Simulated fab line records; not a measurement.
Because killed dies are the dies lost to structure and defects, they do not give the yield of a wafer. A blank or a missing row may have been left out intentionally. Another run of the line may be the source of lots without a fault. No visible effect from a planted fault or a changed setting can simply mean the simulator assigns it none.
2 desks, one fault :: flow gf180mcu :: every desk sees just its own numbers, and what lay behind them comes last

== FOR THE TOOL OWNER'S DESK: litho_track-01 ==
The tool's own readings at GF_HV_LDD_COAT_41 (resist thk 1000 nm): means of the sampled wafers that have a number, for each lot that ran on this tool. The brackets show how far a lot's mean lies from the usual mean; more than 4 standard deviations puts the lot out of limits, marked OUT.
Columns: A = spin_speed_rpm at GF_HV_LDD_COAT_41, usual 2999.9 rpm
lot: L509
first seen here: day 13 03:20
A: 2998.1

lot: L510
first seen here: day 13 15:30
A: 3001.5

lot: L513
first seen here: day 14 05:38
A: 2997.3

lot: L522
first seen here: day 17 04:42
A: 3122.9 (+65) OUT

lot: L524
first seen here: day 18 01:20
A: 3124.1 (+65) OUT
Finding of this desk: L522, L524 out of limits; the first was L522 at day 17 04:42, on spin_speed_rpm at GF_HV_LDD_COAT_41. In limits: L509, L510, L513.

== FROM THE METROLOGY DESK ==
What the gauges read, lot by lot, whatever tool the lot ran on: means of the sampled wafers that have a number. The brackets show how far a lot's mean lies from the usual mean; more than 4 standard deviations puts the lot out of limits, marked OUT.
Columns: A = POLY_GATE_CVD_00_THK at GF_POLY_GATE_THK_MEAS_01, usual 200.4 nm; B = NSD_OVL at GF_NSD_OVL_MEAS_08, usual 1.4 nm
lot: L506
first seen here: day 8 11:52
A: 201.4
B: -0.2

lot: L507
first seen here: day 8 22:39
A: 202.1
B: 1.7

lot: L509
first seen here: day 9 12:04
A: 202.9
B: 3.1

lot: L511
first seen here: day 9 21:47
A: 202.7
B: 1.4

lot: L510
first seen here: day 9 21:48
A: 199.7
B: 1.8

lot: L513
first seen here: day 10 11:53
A: 198.4
B: 0.4

lot: L514
first seen here: day 10 15:26
A: 200.5
B: 4.9

lot: L517
first seen here: day 11 17:10
A: 199.1
B: 0.6

lot: L522
first seen here: day 13 00:52
A: 200.0
B: 2.1

lot: L524
first seen here: day 13 19:53
A: 203.0
B: 0.8

lot: L525
first seen here: day 13 23:35
A: 195.7
B: 2.2

lot: L527
first seen here: day 14 11:21
A: 196.7
B: 0.2

lot: L528
first seen here: day 15 03:24
A: 200.6
B: 3.1
Result from this desk: across the 13 lots, nothing is out of limits.

== TAKEN TOGETHER ==
An alarm could have come from the tool owner's desk at day 17 04:42, on L522, L524.
From the metrology desk's view, nothing was out of limits.
The metrology desk has L522, L524 on record, within its limits.
All the named lots went through GF_HV_LDD_COAT_41 on litho_track-01.

== WHAT THE SIMULATOR HAD PUT IN ==
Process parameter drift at GF_HV_LDD_COAT_41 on litho_track-01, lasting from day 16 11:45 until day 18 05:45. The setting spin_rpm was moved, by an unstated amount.
Shown lots that were struck: L522, L524.
Time in hours from fault onset to the first out-of-limits reading at each desk: the tool owner's desk, 17.
